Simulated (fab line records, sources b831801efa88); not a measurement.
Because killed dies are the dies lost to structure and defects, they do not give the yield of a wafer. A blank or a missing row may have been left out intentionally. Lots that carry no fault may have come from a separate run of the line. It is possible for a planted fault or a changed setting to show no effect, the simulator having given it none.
A sampling plan put to the test :: flow sky130 :: each of the 8 faults these records tell of, on one fab line, judged from the records of the lots it struck
Plan = the line's own looks (route steps where a gauge or an inspection reads the wafer without altering it). Where struck wafers have a number at a look and the file lists that look's usual mean and standard deviation on fault-free wafers, the look can be judged. Caught: 4 or more of those standard deviations (sigma) separate the usual mean from the mean of the struck wafers at a look after the fault's first step. On the tool: here the same test is run on the tool's own readings at the fault's steps. Caught also covers a different recipe on the struck wafers, or a record left blank for those wafers only.

THE FAULTS, as the simulator had put them in
1. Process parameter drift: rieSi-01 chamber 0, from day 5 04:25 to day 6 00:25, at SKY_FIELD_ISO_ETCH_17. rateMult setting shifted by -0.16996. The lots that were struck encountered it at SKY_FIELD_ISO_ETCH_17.
2. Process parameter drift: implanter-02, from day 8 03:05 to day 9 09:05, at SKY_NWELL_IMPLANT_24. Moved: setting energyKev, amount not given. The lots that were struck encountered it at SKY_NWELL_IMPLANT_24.
3. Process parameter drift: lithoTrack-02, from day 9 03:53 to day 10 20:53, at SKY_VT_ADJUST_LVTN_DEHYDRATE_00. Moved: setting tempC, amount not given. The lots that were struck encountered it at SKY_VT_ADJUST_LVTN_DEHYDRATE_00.
4. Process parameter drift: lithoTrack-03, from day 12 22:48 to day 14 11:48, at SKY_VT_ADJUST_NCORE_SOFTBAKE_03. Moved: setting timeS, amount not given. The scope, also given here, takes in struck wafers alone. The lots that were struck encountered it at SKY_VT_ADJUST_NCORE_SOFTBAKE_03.
5. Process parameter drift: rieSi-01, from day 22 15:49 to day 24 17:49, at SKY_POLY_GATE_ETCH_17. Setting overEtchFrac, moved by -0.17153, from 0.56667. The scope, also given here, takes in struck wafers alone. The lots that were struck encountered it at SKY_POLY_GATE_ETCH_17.
6. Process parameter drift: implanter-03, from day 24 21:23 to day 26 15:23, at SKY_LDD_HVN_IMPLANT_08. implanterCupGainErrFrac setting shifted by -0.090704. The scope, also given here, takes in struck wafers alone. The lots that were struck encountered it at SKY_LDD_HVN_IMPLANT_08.
7. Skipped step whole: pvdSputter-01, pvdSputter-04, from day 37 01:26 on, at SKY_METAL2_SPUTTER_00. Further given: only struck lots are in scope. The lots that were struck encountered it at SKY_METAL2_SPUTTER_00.
8. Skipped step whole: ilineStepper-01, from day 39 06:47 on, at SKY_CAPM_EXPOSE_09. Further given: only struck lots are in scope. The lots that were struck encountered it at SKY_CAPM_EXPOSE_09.

WHAT THE PLAN SAW
fault: 1
on the tool itself: oesProductAu -7.0 sigma
first look that catches it: no look after it can be judged
reading, sigma: -
median hours from its first step to that look: -
hours from the fault's start to the first struck lot there: -
judged looks passed uncaught: 0

fault: 2
on the tool itself: beamEnergyKeV +99 or beyond sigma
first look that catches it: none of the 3 looks that can be judged after it
reading, sigma: -
median hours from its first step to that look: -
hours from the fault's start to the first struck lot there: -
judged looks passed uncaught: 3

fault: 3
on the tool itself: heaterPowerTotalW +12 sigma
first look that catches it: not the one look that can be judged after it
reading, sigma: -
median hours from its first step to that look: -
hours from the fault's start to the first struck lot there: -
judged looks passed uncaught: 1

fault: 4
on the tool itself: heaterPowerTotalW +46 sigma
first look that catches it: no look after it can be judged
reading, sigma: -
median hours from its first step to that look: -
hours from the fault's start to the first struck lot there: -
judged looks passed uncaught: 0

fault: 5
on the tool itself: under 2 sigma
first look that catches it: no look after it can be judged
reading, sigma: -
median hours from its first step to that look: -
hours from the fault's start to the first struck lot there: -
judged looks passed uncaught: 0

fault: 6
on the tool itself: beamOnS +4.1 sigma
first look that catches it: not the one look that can be judged after it
reading, sigma: -
median hours from its first step to that look: -
hours from the fault's start to the first struck lot there: -
judged looks passed uncaught: 1

fault: 7
on the tool itself: the tool's record is blank for the struck wafers
first look that catches it: no look after it can be judged
reading, sigma: -
median hours from its first step to that look: -
hours from the fault's start to the first struck lot there: -
judged looks passed uncaught: 0

fault: 8
on the tool itself: no reading that can be judged
first look that catches it: no look after it can be judged
reading, sigma: -
median hours from its first step to that look: -
hours from the fault's start to the first struck lot there: -
judged looks passed uncaught: 0
Dash: fault not caught, or number not given in these records.

Caught at a look: 0 of 8. Caught on the tool: 6 of 8. By one or the other: 6 of 8.
On the tool alone, faults 1, 2, 3, 4, 6, 7 were caught.
Caught by neither: faults 5, 8.
